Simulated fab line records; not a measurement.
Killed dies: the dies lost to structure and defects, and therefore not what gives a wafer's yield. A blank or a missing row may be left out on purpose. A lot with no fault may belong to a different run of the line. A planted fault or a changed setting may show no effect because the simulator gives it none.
2 desks looking at one fault -- flow sky130 -- each desk has only its own numbers; what lay behind them comes last

## THE TOOL OWNER'S DESK: implanter-04
The tool's own readings at SKY_SD_N_IMPLANT_09, given as means over the sampled wafers that have a number, one for each lot that went through this tool. The brackets show how far a lot's mean lies from the usual mean; more than 4 standard deviations puts the lot out of limits, marked OUT.
Columns: A = beamOnS at SKY_SD_N_IMPLANT_09, usual 17.1 s; B = doseIonsCm2 at SKY_SD_N_IMPLANT_09, usual 4e+15
lot,first seen here,A,B
L899,day 29 16:40,16.8,4e+15
L901,day 30 08:41,16.8,4e+15
L902,day 30 16:26,16.7,4e+15
L906,day 31 21:51,23.4 (+4.2) OUT,6e+15 (+99 or more) OUT
L908,day 32 20:44,23.7 (+4.4) OUT,6e+15 (+99 or more) OUT
L909,day 33 08:08,23.7 (+4.4) OUT,6e+15 (+99 or more) OUT
L916,day 35 09:56,16.7,4e+15
This desk's verdict: out of limits on L906, L908, L909, starting with L906 at day 31 21:51 (beamOnS at SKY_SD_N_IMPLANT_09). In limits: L899, L901, L902, L916.

## FROM THE METROLOGY DESK
Lot by lot, what the gauges showed, no matter which tool ran the lot: averages of those sampled wafers that carry a number. The brackets show how far a lot's mean lies from the usual mean; more than 4 standard deviations puts the lot out of limits, marked OUT.
Columns: A = SD_P_TW at SKY_SD_P_TW_MEAS_11, usual 2824; B = SD_N_RS at SKY_SD_N_RS_MEAS_16, usual 68.55 ohm/sq; C = LI_CONTACT_HDPCVD_THK at SKY_LI_CONTACT_THK_MEAS_01, usual 926 nm
lot,first seen here,A,B,C
L895,day 25 13:02,2812,68.39,920
L897,day 26 14:20,2836,68.67,924
L899,day 27 07:01,2868,68.47,917
L901,day 28 00:14,2826,68.52,928
L902,day 28 08:23,2819,68.75,927
L906,day 29 13:55,2806,65.93 (-16) OUT,926
L908,day 30 13:39,2818,66.19 (-15) OUT,921
L909,day 31 02:47,2842,66.01 (-16) OUT,948
L915,day 32 17:59,2832,68.71,924
L917,day 33 02:50,2843,68.74,932
L916,day 33 05:35,2834,68.58,927
Finding of this desk: L906, L908, L909 out of limits, first seen on L906 at day 31 22:32 (SD_N_RS at SKY_SD_N_RS_MEAS_16). In limits: L895, L897, L899, L901, L902, L915, L917, L916.

## PUT TOGETHER
The tool owner's desk could have raised an alarm at day 31 21:51, on L906, L908, L909.
Metrology desk: alarm possible at day 31 22:32 on L906, L908, L909.
Every lot named ran SKY_SD_N_IMPLANT_09 on implanter-04.

## WHAT THE SIMULATOR HAD PUT IN
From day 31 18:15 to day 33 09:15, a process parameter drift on implanter-04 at SKY_SD_N_IMPLANT_09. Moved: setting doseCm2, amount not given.
Shown lots that were struck: L906, L908, L909.
Counting hours from when the fault started, the first reading out of limits came at 4 for the tool owner's desk and at 4 for the metrology desk.
